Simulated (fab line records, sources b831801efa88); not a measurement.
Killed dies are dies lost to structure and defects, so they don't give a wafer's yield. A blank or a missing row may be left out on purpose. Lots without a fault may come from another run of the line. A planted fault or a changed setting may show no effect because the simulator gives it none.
Problem report in the 8D (eight disciplines) form, filled by code | flow gf180mcu | the parts of the form that need people (team, actions taken, sign-off) are left out

1. THE PROBLEM
M1_ALCU_RS at GF_M1_RS_MEAS_05 reads a mean of 0.0644 ohm/sq on 6 wafers of 2 lots; wafers without a fault read 0.0698 ohm/sq with a standard deviation of 0.00095. That is -5.7 standard deviations from the usual mean.
The step: measures by four-point-probe.
First seen on wafer L964.2, day 19 15:38, on film_metro-03. The record holds 33 wafers of 11 lots with a number at this step. Rule for "out", or "out of limits": more than 4 standard deviations from the usual mean. The other wafers with a number count as sound.

2. WHAT IT IS AND WHAT IT IS NOT
question                    | is                           | is not
which readings at this step | M1_ALCU_RS                   | -
which lots                  | L964, L968                   | L955, L956, L957, L958, L969, L970, L975, L977, L978
which wafers of those lots  | all that have a number       | -
read on which gauges        | film_metro-01, film_metro-03 | film_metro-02
when                        | from day 19 15:38            | up to then (12 sound wafers); but 15 sound wafers of L969, L970, L975, L977, L978 came after

3. SUSPECTS, AND WHAT RULES EACH OUT
Counting: a tool at a process step up to the reading stays a suspect if it ran every lot that is out and no sound lot after the first of them.
- the gauge at GF_M1_RS_MEAS_05: ruled out. The wafers that are out were read on 2 gauges (film_metro-01, film_metro-03).
- pvd_sputter-01 at GF_M1_SPUTTER_02 (material AlCu, target thk 450 nm, time 23.9 s): kept. It ran every lot that is out, first L964 (day 19 15:32), and no sound lot after that; its last sound lot up to then is L958 (day 17 15:24). Its own readings are out on those wafers: cathode_dc_power_W.
Left after counting: pvd_sputter-01 at GF_M1_SPUTTER_02.

4. THE CAUSE (what the simulator had put in)
Process parameter drift: pvd_sputter-01, from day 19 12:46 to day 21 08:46, at GF_M1_SPUTTER_02. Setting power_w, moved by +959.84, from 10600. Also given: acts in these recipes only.
Counting left only this tool.

5. THE CHAIN OF EFFECTS, in route order
Each row: a reading whose mean over the struck wafers that have a number lies more than 3 standard deviations from the usual. Only readings for which the record gives a usual standard deviation are gone through. hours: the time from each lot's start at the first step in this table that gives one to its start at this step, as a median over the lots. sigmas: the change in usual standard deviations.
hours | step              | reading            | usual         | on struck wafers | change  | sigmas
0     | GF_M1_SPUTTER_02  | cathode_dc_power_W | 10600 W       | 11561            | +961    | +99 or more
0     | GF_M1_RS_MEAS_05  | M1_ALCU_RS         | 0.0698 ohm/sq | 0.0644           | -0.0054 | -5.7
0     | GF_M1_THK_MEAS_06 | M1_ALCU_THK        | 438 nm        | 475              | +37     | +5.9
The process steps in it:
- GF_M1_SPUTTER_02: material AlCu, target thk 450 nm, time 23.9 s.
Later measuring or inspecting steps at which every struck wafer that the step has a row for has a number for every such reading, and none has moved that far: GF_V2_OVL_MEAS_15.

6. WHAT WOULD HAVE CAUGHT IT SOONER
In this record the first reading out of limits at a measuring or inspecting step was taken at day 19 15:38, 3 hours after the fault began at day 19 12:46.
The tool's own readings at GF_M1_SPUTTER_02 were out on every struck wafer that the step has a row for (cathode_dc_power_W): an alarm limit on them would have fired on the first of those.
Of the lots that are out (2), L968 began GF_M1_SPUTTER_02 on pvd_sputter-01 after day 19 15:38. A hold on the tool at that time would have spared it.
